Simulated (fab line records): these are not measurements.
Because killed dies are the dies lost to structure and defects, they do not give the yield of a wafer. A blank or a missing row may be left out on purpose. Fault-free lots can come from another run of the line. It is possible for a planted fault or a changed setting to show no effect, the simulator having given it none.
One fault seen from 2 desks ; flow sky130 ; every desk sees just its own numbers, and what lay behind them comes last

## METROLOGY DESK
Means of the sampled wafers that have a number, per lot and without regard to the tool the lot ran on: this is what the gauges read. If a lot's mean is further than 4 standard deviations from the usual mean, the lot is out of limits and carries the mark OUT (the distance appears in the brackets).
Columns: A = RES_XHIGH_RS at SKY_SD_N_RS_MEAS_18, usual 333.7 ohm/sq; B = LOCAL_INTERCONNECT_TIN_THK at SKY_LOCAL_INTERCONNECT_THK_MEAS_02, usual 100.0 nm; C = LOCAL_INTERCONNECT_OVL at SKY_LOCAL_INTERCONNECT_OVL_MEAS_12, usual -3 nm
lot;first seen here;A;B;C
L178;day 29 00:52;334.0;98.3;-1
L181;day 29 01:31;333.3;102.8;-8
L182;day 29 09:30;332.8;100.1;-3
L183;day 29 20:04;334.7;99.8;-7
L184;day 30 03:43;334.5;102.2;-3
L185;day 30 12:48;331.2;102.7;-3
L187;day 31 05:24;332.8;100.7;-1
L189;day 31 16:29;334.1;99.6;-2
L191;day 32 14:55;335.0;100.7;-7
L193;day 33 03:00;335.1;101.4;-6
L198;day 35 03:37;334.4;99.5;-9
L199;day 35 06:12;333.3;99.7;-6
L200;day 35 06:54;333.1;98.3;4
L201;day 35 14:48;332.4;100.8;-10
Result from this desk: across the 14 lots, nothing is out of limits.

## THE TOOL OWNER'S DESK: rtp-anneal-02
Per lot that ran on this tool, the mean of the sampled wafers carrying a number, from the tool's own readings at SKY_SD_N_RTA_14 (time 2 s). If a lot's mean is further than 4 standard deviations from the usual mean, the lot is out of limits and carries the mark OUT (the distance appears in the brackets).
Columns: A = lamp-power-pct at SKY_SD_N_RTA_14, usual 15.74 %; B = ramp-up-c-per-s at SKY_SD_N_RTA_14, usual 150.00; C = wafer_temp_C_max at SKY_SD_N_RTA_14, usual 1078.1
lot;first seen here;A;B;C
L181;day 29 01:05;15.76;149.99;1078.4
L183;day 29 19:39;15.66;149.99;1077.8
L185;day 30 12:23;15.80;150.03;1078.7
L187;day 31 04:58;15.70;150.01;1077.8
L189;day 31 16:03;15.74;149.99;1076.7
L191;day 32 14:29;15.75;44.97 (-99 or more) OUT;1078.3
L193;day 33 02:35;15.74;44.98 (-99 or more) OUT;1078.5
L201;day 35 14:23;15.68;150.01;1078.0
This desk's finding: out of limits on L191, L193; first on L191, day 32 14:29 (ramp-up-c-per-s at SKY_SD_N_RTA_14). L181, L183, L185, L187, L189, L201 stayed within limits.

## PUT TOGETHER
At day 32 14:29, on L191, L193, the tool owner's desk was in a position to raise an alarm.
From the metrology desk's view, nothing was out of limits.
The metrology desk has L191, L193 on record, within its limits.
SKY_SD_N_RTA_14 was run on rtp-anneal-02 by each of the lots named.

## WHAT WAS PUT IN BY THE SIMULATOR
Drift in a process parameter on rtp-anneal-02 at SKY_SD_N_RTA_14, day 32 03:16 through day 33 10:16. Setting ramp-up-c-per-s shifted by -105 from 150. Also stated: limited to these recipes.
Shown lots that were struck: L191, L193.
Hours from the fault's start to each desk's first reading out of limits: the tool owner's desk, 11.
